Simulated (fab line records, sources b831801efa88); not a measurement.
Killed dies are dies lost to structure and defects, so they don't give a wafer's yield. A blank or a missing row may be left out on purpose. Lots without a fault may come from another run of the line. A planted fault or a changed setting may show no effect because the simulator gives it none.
A struck lot beside a sound one | flow gf180mcu | 15 steps out of a route of 602
Sound: wafers L731.1, L731.2, L731.5. Struck: wafer L722.5. (L722.3, L722.4 of the same lot were not struck and are left out.) The cause comes at the end.
At each step with rows: each side's tool, then ch and its chambers, then its first start. Under that, the readings that differ: sound wafers | struck wafers | difference of the means | sigmas: that difference in standard deviations of wafers without a fault.
alike: readings whose means differ by less than 2 such deviations, and words and numbers that are the same on both sides. not compared: withheld readings, readings that some wafer has no value for, bounds like >300 that may hide the same value, and numbers for which the record gives no deviation and whose values overlap.
The two part at a step that has a row with sigmas, a row that says differs or no value, or rows on one side only. Numbers that don't overlap but have no deviation are shown without sigmas and don't part them. A reading that every wafer of one side lacks parts them only if that side has two wafers or more.

GF_V1_OVL_MEAS_15:
  sound on overlay-02, day 24 05:55; struck on overlay-02, day 21 08:43
  alike: V1_OVL
GF_V1_ETCH_16: etches BARC in N2/H2.
  sound on rie_diel-04 ch 1,2, day 24 05:58; struck on rie_diel-02 ch 0, day 21 08:44
  alike: drypump_motor_current_A, oes_product_au, throttle_valve_pct
GF_V1_ETCH_17: etches SiO2 in C4F8/O2/Ar, stops on TiN, target depth 630 nm.
  sound on rie_diel-04 ch 1,2; struck on rie_diel-02 ch 0
  reading               | sound             | struck | difference | sigmas
  oes_product_au (a.u.) | 0.850 0.864 0.859 | 0.846  | -0.012     | -2
GF_V1_STRIP_18: strips in O2/N2.
  sound on plasma_asher-03 ch 0,1, day 24 06:05; struck on plasma_asher-03 ch 0, day 21 08:55
  alike: drypump_motor_current_A, heater_power_w, o2_flow_sccm, oes_product_au
  not compared: rf_hours_counter_h
then, 2 steps without rows for these wafers: GF_V1_STRIP_19 (strips in post etch residue remover, time 1200 s); GF_V1_CLEAN_20 (cleans in DIW).
GF_V1_SPUTTER_21: material Ti, target thk 15 nm, time 80.02 s.
  sound on pvd_sputter-04, day 24 06:42; struck on pvd_sputter-03, day 21 09:25
  alike: throttle_valve_pct
then, 2 steps without rows for these wafers: GF_V1_SPUTTER_22 (material TiN, target thk 10 nm, time 40 s); GF_V1_CVD_23 (deposits W, target thk 350 nm, time 105.05 s).
GF_V1_RS_MEAS_24: measures by four-point-probe.
  sound on film_metro-04, day 24 06:55; struck on film_metro-01, day 21 09:40
  alike: V1_W_RS
GF_V1_THK_MEAS_25: measures by xrf.
  sound on film_metro-04, day 24 07:02; struck on film_metro-01, day 21 09:46
  alike: V1_W_THK
then, 1 step without rows for these wafers: GF_V1_CMP_26 (polishes, stops on SiO2, t overpolish 15 s, target thk 0 nm).
GF_M2_SPUTTER_00: material Ti, target thk 37.5 nm, time 150 s.
  sound on pvd_sputter-01, day 24 07:24; struck on pvd_sputter-01, day 21 10:07
  reading                               | sound             | struck | difference | sigmas
  model.Ti_of_M2_SPUTTER_00.thk_nm (nm) | 37.89 37.84 37.37 | 40.88  | +3.18      |
  alike: throttle_valve_pct
GF_M2_SPUTTER_01: material TiN, target thk 30 nm, time 25 s.
  sound on pvd_sputter-01, day 24 07:30; struck on pvd_sputter-01, day 21 10:13
  alike: throttle_valve_pct
then, 1 step without rows for these wafers: GF_PASSIVATION_PROBE_99.

WHERE THEY PART
Only at GF_V1_ETCH_17, within this record. Later steps at which nothing parts them and some readings are alike: GF_V1_STRIP_18, GF_V1_SPUTTER_21, GF_V1_RS_MEAS_24, GF_V1_THK_MEAS_25, GF_M2_SPUTTER_00, GF_M2_SPUTTER_01.

WHY: what the simulator had put in
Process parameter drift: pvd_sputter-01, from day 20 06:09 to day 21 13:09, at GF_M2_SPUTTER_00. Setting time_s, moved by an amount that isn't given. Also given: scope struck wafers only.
